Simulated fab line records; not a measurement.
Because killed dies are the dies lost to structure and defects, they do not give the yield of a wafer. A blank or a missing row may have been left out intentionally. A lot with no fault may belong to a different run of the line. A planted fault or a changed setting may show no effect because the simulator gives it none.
Which tool was responsible? | flow sky130 | 33 wafers from 11 lots sampled at 5 of the route's 708 steps

WHAT THE GAUGES READ, wafer by wafer
SKY_METAL3_OVL_MEAS_14. Usual: METAL3_OVL gives 3 nm (standard deviation 5.6).
lot  | measured     | on         | METAL3_OVL (nm) | flag
L661 | day 39 06:52 | overlay-01 | 1 5 2           |
L665 | day 40 03:36 | overlay-02 | 10 8 3          |
L666 | day 40 05:51 | overlay-02 | 6 7 6           |
L667 | day 40 17:23 | overlay-02 | 12 11 5         |
L668 | day 40 19:16 | overlay-01 | 1 -3 5          |
L673 | day 42 05:33 | overlay-02 | 8 17 5          |
L677 | day 43 14:29 | overlay-02 | -4 5 3          |
L678 | day 43 18:54 | overlay-02 | 8 1 -1          |
L680 | day 43 23:32 | overlay-01 | 5 9 2           |
L682 | day 44 19:02 | overlay-01 | 4 4 -2          |
L683 | day 45 03:29 | overlay-01 | -2 -1 3         |

SKY_VIA3_RS_MEAS_22: measures by four-point-probe. Usual: VIA3_W_RS gives 0.297 ohm/sq (standard deviation 0.0033).
lot  | measured     | on            | VIA3_W_RS (ohm/sq)                  | flag
L661 | day 40 10:08 | film metro-03 | 0.299 0.301 0.300                   |
L665 | day 41 06:48 | film metro-02 | 0.297 0.296 0.291                   |
L666 | day 41 08:32 | film metro-02 | 0.293 0.303 0.300                   |
L667 | day 41 20:00 | film metro-03 | 0.297 0.293 0.293                   |
L668 | day 41 21:52 | film metro-03 | 0.298 0.291 0.298                   |
L673 | day 43 07:19 | film metro-02 | 0.301 0.294 0.297                   |
L677 | day 44 15:30 | film metro-03 | 0.409 0.424 0.412 0.408 0.424 0.412 | OFF
L678 | day 44 19:48 | film metro-03 | 0.301 0.296 0.296                   |
L680 | day 44 23:46 | film metro-03 | 0.423 0.416 0.417 0.423 0.416 0.417 | OFF
L682 | day 45 20:18 | film metro-03 | 0.293 0.296 0.298                   |
L683 | day 46 03:19 | film metro-02 | 0.429 0.409 0.414 0.431 0.409 0.416 | OFF

SKY_VIA3_THK_MEAS_23: measures by xrf. Usual: VIA3_W_THK gives 385 nm (standard deviation 5.3).
lot  | measured     | on            | VIA3_W_THK (nm)         | flag
L661 | day 40 10:14 | film metro-03 | 381 377 379             |
L665 | day 41 06:55 | film metro-02 | 388 391 393             |
L666 | day 41 08:38 | film metro-02 | 396 380 388             |
L667 | day 41 20:07 | film metro-03 | 388 396 393             |
L668 | day 41 21:57 | film metro-03 | 388 396 387             |
L673 | day 43 07:26 | film metro-02 | 379 385 385             |
L677 | day 44 17:14 | film metro-03 | 308 303 304 307 300 305 | OFF
L678 | day 44 19:55 | film metro-03 | 380 389 386             |
L680 | day 45 03:23 | film metro-03 | 300 304 300 301 304 304 | OFF
L682 | day 45 20:25 | film metro-03 | 393 389 384             |
L683 | day 46 08:19 | film metro-02 | 299 305 303 301 308 302 | OFF

WHICH TOOL RAN EACH LOT (tool, then ch and the chambers of the sampled wafers, then the start)
lot  | SKY_VIA3_STRIP_16                    | SKY_VIA3_CVD_21
L661 | plasma asher-01 ch 0,1, day 40 09:20 | cvd w-02 ch 0,1, day 40 09:59
L665 | plasma asher-03 ch 0,1, day 41 06:02 | cvd w-02 ch 0,1, day 41 06:41
L666 | plasma asher-01 ch 0,1, day 41 07:44 | cvd w-01 ch 0,1, day 41 08:23
L667 | plasma asher-02 ch 0,1, day 41 19:11 | cvd w-02 ch 0,1, day 41 19:53
L668 | plasma asher-01 ch 0,1, day 41 21:01 | cvd w-01 ch 0,1, day 41 21:43
L673 | plasma asher-03 ch 0,1, day 43 06:32 | cvd w-01 ch 0,1, day 43 07:11
L677 | plasma asher-02 ch 0,1, day 44 14:44 | cvd w-02 ch 0,1, day 44 15:23
L678 | plasma asher-03 ch 0,1, day 44 19:02 | cvd w-01 ch 0,1, day 44 19:41
L680 | plasma asher-03 ch 0,1, day 44 22:59 | cvd w-02 ch 0,1, day 44 23:38
L682 | plasma asher-01 ch 0,1, day 45 19:29 | cvd w-01 ch 0,1, day 45 20:11
L683 | plasma asher-03 ch 0,1, day 46 02:32 | cvd w-02 ch 0,1, day 46 03:11
- SKY_VIA3_STRIP_16: strips in O2/N2.
- SKY_VIA3_CVD_21: deposits W, target thk 390 nm, time 117.31 s.

WHAT THE TOOLS THEMSELVES READ (means of the sampled wafers that have a number; where no wafer has one, the mark that the record gives instead)
SKY_VIA3_STRIP_16. Usual: drypump motor current A 5.65 A, standard deviation 0.17; oes product au 0.402 a.u., standard deviation 0.0042; strip time to endpoint s 4.130 s, standard deviation 0.02.
lot  | tool            | drypump motor current A (A) | oes product au (a.u.) | strip time to endpoint s (s) | flag
L661 | plasma asher-01 | 5.57                        | 0.400                 | 4.109                        |
L665 | plasma asher-03 | 5.72                        | 0.401                 | 4.113                        |
L666 | plasma asher-01 | 5.68                        | 0.406                 | 4.144                        |
L667 | plasma asher-02 | 5.78                        | 0.400                 | 4.144                        |
L668 | plasma asher-01 | 5.59                        | 0.401                 | 4.143                        |
L673 | plasma asher-03 | 5.58                        | 0.395                 | 4.132                        |
L677 | plasma asher-02 | 5.71                        | 0.401                 | 4.130                        |
L678 | plasma asher-03 | 5.56                        | 0.400                 | 4.107                        |
L680 | plasma asher-03 | 5.70                        | 0.403                 | 4.125                        |
L682 | plasma asher-01 | 5.65                        | 0.404                 | 4.116                        |
L683 | plasma asher-03 | 5.69                        | 0.404                 | 4.127                        |

SKY_VIA3_CVD_21. Usual: heater power w 818 W, standard deviation 76; susceptor temp C 400.02 C, standard deviation 0.21.
lot  | tool     | heater power w (W) | susceptor temp C (C) | flag
L661 | cvd w-02 | 726                | 400.20               |
L665 | cvd w-02 | 751                | 399.95               |
L666 | cvd w-01 | 872                | 399.90               |
L667 | cvd w-02 | 746                | 399.86               |
L668 | cvd w-01 | 878                | 400.11               |
L673 | cvd w-01 | 889                | 400.04               |
L677 | cvd w-02 | 772                | 399.88               |
L678 | cvd w-01 | 875                | 400.19               |
L680 | cvd w-02 | 735                | 400.01               |
L682 | cvd w-01 | 885                | 400.28               |
L683 | cvd w-02 | 763                | 399.93               |

THE ANSWER, worked out from the rows above alone
Rule: a lot is off if the mean of its wafers that have a number lies more than 3 standard deviations from the usual mean. Also off: a lot with no number at a reading for which 4 or more lots have one. Where the step has rows for the other lots, those lots are counted as sound. After the gauges, taken in route order, come the tools' own readings; for these a lot's mean is taken, as printed above. The first step at which some lot is off is used, and at that step the reading that is off furthest; a lot without a number counts as furthest.
Off: L677, L680, L683, seen at SKY_VIA3_RS_MEAS_22 (VIA3_W_RS).
If a tool, at a process step before that reading, ran all the lots that are off and no sound lot after the first of them, it fits. Gauges at SKY_VIA3_RS_MEAS_22: tried the same way as those tools. One fits: SKY_VIA3_CVD_21 on cvd w-02. Its last sound lot is L667 (day 41 19:53), its first lot that is off L677 (day 44 15:23): a fault that began between those two fits.

WHAT THE SIMULATOR HAD INSERTED
Site profile drift: cvd w-02, from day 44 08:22 on, at SKY_VIA3_CVD_21. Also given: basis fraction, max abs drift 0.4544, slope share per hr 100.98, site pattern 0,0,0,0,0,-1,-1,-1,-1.
Struck lots among those shown: L677, L680, L683. Same finding as the rule above.
